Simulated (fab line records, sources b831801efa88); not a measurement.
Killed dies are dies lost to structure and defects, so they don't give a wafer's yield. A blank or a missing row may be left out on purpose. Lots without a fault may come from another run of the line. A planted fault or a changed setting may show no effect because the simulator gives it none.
fab line records | flow gf180mcu
record lots=6 wafers=18 last_day=33
route steps=602 shown STI@18
lots that met no fault: from a run of the same line without faults
start_h: hours from the record's first day to the start of the lot's first wafer shown | wait_h: hours since the lot's step before | " the same as in the row above | L1.1+2: a row that stands for several wafers | - no value, or no start given | * or withheld: withheld | < > ~ a bound
route shown NAME@n: a module of which the file shows steps, and the number in the route of the first | usual: mean/standard deviation of fault-free wafers | same: alike in all rows | chamber/n: place in a boat | sites: the reading at each site | _std_site: their standard deviation | _edge_site: outer sites' mean less inner sites' | radius_mm: how far each site lies from the wafer's centre | mask NAME#n: copy n | behind: the tool/chamber that last shaped the wafer | hold: why the lot was held/for how many hours/how that ended | device: the transistor (n, p or np) that didn't switch | end of line: the same wafers' tests at the end of the route | a step without rows: its recipe alone | killed: dies lost to structure and defects at the first sort, not the wafer's yield | map: a wafer's dies, x killed, . not, _ none there
set.NAME: the setting as run; set.NAME@STEP: as run at that earlier step | model.NAME: the simulator's own value behind a step, which no gauge read
lots at some steps of the route; a table a step, a row a wafer
services: from which hour (start_h, from the record's first day; less than 0 if before it) a tool's chamber was out of use, for how many hours, and why
## steps
# step GF_STI_WET_ETCH_17
# recipe chemistry=H3PO4 target_depth_nm=45 temp_c=160 target=Si3N4 time_s=514
# step GF_STI_CLEAN_18
# recipe chemistry=SC1/SC2 mix=1:4:20 temp_c=70 time_s=150
# step GF_STI_CLEAN_19
# recipe chemistry=dHF time_s=20 dilution=100:1
# step GF_STI_WET_ETCH_20
# recipe chemistry=dHF dilution=100:1 target_depth_nm=20 temp_c=25 dry=ipa_marangoni target=SiO2 time_s=400
# step GF_STI_OXIDATION_21
# recipe temp_c=1000 ambient=O2 stabilise_s=600 purge_s=300 target_thk_a=150 ox_time_s=458
# step GF_STI_THK_MEAS_22
# recipe reads=SiO2_of_STI_OXIDATION_21
# usual STI_OXIDATION_01_THK=15.0/0.3
# columns lot.wafer tool chamber start_h wait_h STI_OXIDATION_01_THK[nm]
L225.2 film_metro-02 - 38.63 0.0 15.0
L225.3 " - " " 15.0
L225.6 " - " " 15.3
L235.1 film_metro-03 - 93.31 0.0 14.9
L235.2 " - " " 15.3
L235.3 " - " " 15.1
L236.1 film_metro-02 - 98.67 0.0 15.2
L236.2 " - " " 15.4
L236.6 " - " " 15.2
L238.4 film_metro-02 - 109.12 0.0 14.9
L238.5 " - " " 15.0
L238.6 " - " " 14.9
L241.2 film_metro-02 - 120.89 0.0 14.9
L241.3 " - " " 15.1
L241.5 " - " " 15.0
L242.1 film_metro-03 - 126.04 0.0 15.1
L242.2 " - " " 15.1
L242.5 " - " " 14.9
# step GF_STI_CVD_23
# recipe material=SiO2 target_thk_nm=650 sigma_open_frac=0.3 time_s=108.3 temp_c=600 sih4_flow_sccm=60 pressure_mtorr=6
# step GF_STI_THK_MEAS_24
# recipe reads=SiO2_of_STI_CVD_23
# usual STI_CVD_23_THK=648/7
# columns lot.wafer tool chamber start_h wait_h STI_CVD_23_THK[nm]
L225.2 film_metro-02 - 38.76 0.0 648
L225.3 " - " " 650
L225.6 " - " " 653
L235.1 film_metro-03 - 93.45 0.0 639
L235.2 " - " " 650
L235.3 " - " " 642
L236.1 film_metro-03 - 98.81 0.0 657
L236.2 " - " " 656
L236.6 " - " " 649
L238.4 film_metro-02 - 109.25 0.0 650
L238.5 " - " " 644
L238.6 " - " " 649
L241.2 film_metro-04 - 121.02 0.0 650
L241.3 " - " " 651
L241.5 " - " " 652
L242.1 film_metro-03 - 126.17 0.0 654
L242.2 " - " " 658
L242.5 " - " " 660
# step GF_STI_CMP_25
# recipe stop_on=Si3N4 t_overpolish_s=33 down_force_psi=4 platen_rpm=60 target_thk_nm=524.6 pad_velocity_m_s=0.94248
# usual motor_current_A=11.8/1.4 overpolish_run_s=33.001/0.01 time_to_endpoint_s=123/5.3
# columns lot.wafer tool chamber start_h wait_h motor_current_A overpolish_run_s time_to_endpoint_s
L225.2 cmp-02 2 38.97 0.2 10.9 32.987 117
L225.3 " 1 " " 11.9 32.994 118
L225.6 " 3 " " 9.4 32.990 122
L235.1 cmp-02 1 93.51 0.1 10.9 32.975 113
L235.3 " 3 " " 9.3 32.993 117
L235.2 " 0 " " 15.1 32.991 120
L236.2 cmp-01 1 98.92 0.1 12.2 33.008 124
L236.1 " 2 " " 13.1 33.014 127
L236.6 " 0 " " 12.1 32.984 124
L238.4 cmp-02 3 109.59 0.3 10.4 33.011 117
L238.6 " 1 " " 11.2 33.009 114
L238.5 " 2 " " 10.8 33.017 119
L241.3 cmp-02 3 121.17 0.1 9.8 32.992 118
L241.2 " 0 " " 15.5 33.020 125
L241.5 " 2 " " 9.9 33.016 120
L242.2 cmp-01 3 126.28 0.1 11.1 33.015 132
L242.1 " 0 " " 12.2 32.993 132
L242.5 " 2 " " 12.4 32.992 138
# step GF_STI_WET_ETCH_26
# recipe chemistry=dHF target_depth_nm=94 target=SiO2 temp_c=25 dilution=10:1 time_s=188
# step GF_STI_WET_ETCH_27
# recipe chemistry=H3PO4 target_depth_nm=160 target=Si3N4 temp_c=160 time_s=1825
# step GF_STI_WET_ETCH_28
# recipe chemistry=dHF target_depth_nm=20 dry=ipa_marangoni target=SiO2 temp_c=25 dilution=10:1 time_s=40
# step GF_STI_OXIDATION_29
# recipe temp_c=900 ambient=O2 stabilise_s=600 purge_s=300 target_thk_a=100 ox_time_s=1418
# usual ox_temp_c=899.9/0.36 ox_temp_c_max=903.0/0.63 purge_s=300/0
# columns lot.wafer tool chamber start_h wait_h ox_temp_c ox_temp_c_max purge_s
L225.2 furnace-02 0 39.96 0.0 899.8 903.2 300
L225.3 " 0 " " 900.1 902.7 300
L225.6 " 0 " " 900.2 903.8 300
L235.1 furnace-02 - 99.92 5.4 - - -
L235.2 " - " " - - -
L235.3 " - " " - - -
L236.1 furnace-02 - 99.92 0.1 - - -
L236.2 " - " " - - -
L236.6 " - " " - - -
L238.4 furnace-01 0 110.90 0.0 899.8 902.6 300
L238.5 " 0 " " 900.1 903.0 300
L238.6 " 0 " " 900.6 903.3 300
L241.2 furnace-01 0 123.77 1.5 899.5 903.1 300
L241.3 " 0 " " 900.5 902.7 300
L241.5 " 0 " " 900.1 903.1 300
L242.1 furnace-02 0 127.59 0.5 899.7 903.9 300
L242.2 " 0 " " 899.6 901.9 300
L242.5 " 0 " " 899.4 903.5 300
## services
# columns tool chamber start_h hours kind
cmp-02 - 24.51 0.8 repair
furnace-02 - 36.80 3.0 pm
cmp-01 - 37.83 1.6 repair
furnace-01 - 56.58 3.2 pm
cmp-01 - 56.73 1.0 repair
cmp-01 - 64.00 4.0 pm
cmp-01 - 68.00 - consumable_replace:conditioner
cmp-01 - 68.00 - consumable_replace:pad
furnace-01 - 73.44 31.7 repair
cmp-02 - 73.76 5.2 repair
cmp-02 - 78.94 5.9 pm
cmp-01 - 102.31 8.5 pm
## key
first_sign step=GF_STI_OXIDATION_29 reading=tool_record direction=missing
effect none on later readings
met_at GF_STI_OXIDATION_29
struck_wafers L235.1,L235.2,L235.3,L236.1,L236.2,L236.6
rows_end L235.1,L235.2,L235.3,L236.1,L236.2,L236.6
onset_between 39.96 99.92
fault kind=skipped_step_whole tool=furnace-02 chamber=- onset_h=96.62 steps=GF_STI_OXIDATION_29 scope=struck_lots_only
# rows_end: these wafers met a further fault down the route, and their rows from its step on are left out
